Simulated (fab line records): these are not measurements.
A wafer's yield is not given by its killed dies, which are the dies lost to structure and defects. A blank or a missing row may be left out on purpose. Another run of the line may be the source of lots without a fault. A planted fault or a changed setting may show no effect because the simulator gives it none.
Chamber matching | flow sky130 | SKY_VIA4_ETCH_12 on rieDiel-02: 4 sister chambers
The step etches SiO2 in C4F8/O2/Ar, stops on TiN, target depth 580 nm. 22 wafers are shown with their chamber, then 11 later ones without.

== WAFERS PAIRED WITH THEIR CHAMBERS ==
wafer  | chamber | oesProductAu (a.u.)
L076.1 | 3       | 0.922
L076.2 | 1       | 0.916
L076.3 | 0       | 0.925
L076.4 | 2       | 0.926
L076.5 | 1       | 0.933
L076.6 | 2       | 0.914
L077.3 | 0       | 0.928
L077.5 | 3       | 0.923
L077.6 | 0       | 0.926
L080.2 | 1       | 0.931
L080.4 | 2       | 0.925
L080.5 | 2       | 0.936
L083.3 | 1       | 0.922
L083.4 | 2       | 0.931
L083.6 | 0       | 0.931
L084.3 | 0       | 0.932
L084.4 | 2       | 0.918
L084.6 | 1       | 0.924
L087.1 | 3       | 0.926
L087.2 | 0       | 0.921
L087.6 | 1       | 0.924
L088.1 | 1       | 0.931

SIGNATURES (means of the wafers above)
reading      | chamber 0 | chamber 1 | chamber 2 | chamber 3 | scatter within a chamber
oesProductAu | 0.92717   | 0.92586   | 0.92500   | 0.92367   | 0.00597
Rule: for each reading, subtract the chamber's mean from the wafer's reading, divide by that reading's scatter and square the result; add these up over the readings and take the root, which gives the wafer's distance from the chamber. The wafer belongs to the nearest chamber; if the next one is less than 2 further off, it can't be placed. The scatter: take each reading less its chamber's mean, square it, sum over the shown wafers, divide by the number of wafers less the number of chambers, and take the root.

== WAFERS WITH NO CHAMBER GIVEN ==
wafer  | oesProductAu (a.u.)
L088.2 | 0.923
L088.5 | 0.924
L090.1 | 0.938
L090.2 | 0.929
L090.3 | 0.925
L095.2 | 0.931
L095.3 | 0.921
L095.6 | 0.920
L096.1 | 0.929
L096.3 | 0.932
L096.5 | 0.932

== EACH ONE'S CHAMBER ==
wafer  | from the rows above               | in truth
L088.2 | can't be placed: 3 or 2 or 1 or 0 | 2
L088.5 | can't be placed: 3 or 2 or 1 or 0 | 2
L090.1 | can't be placed: 0 or 1 or 2 or 3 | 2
L090.2 | can't be placed: 0 or 1 or 2 or 3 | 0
L090.3 | can't be placed: 2 or 1 or 3 or 0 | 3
L095.2 | can't be placed: 0 or 1 or 2 or 3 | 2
L095.3 | can't be placed: 3 or 2 or 1 or 0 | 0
L095.6 | can't be placed: 3 or 2 or 1 or 0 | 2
L096.1 | can't be placed: 0 or 1 or 2 or 3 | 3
L096.3 | can't be placed: 0 or 1 or 2 or 3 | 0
L096.5 | can't be placed: 0 or 1 or 2 or 3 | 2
Placed correctly: 0 of 11. Cannot be placed on the basis of these rows: 11; the candidates contain the true chamber in 11. Wrongly placed: 0.
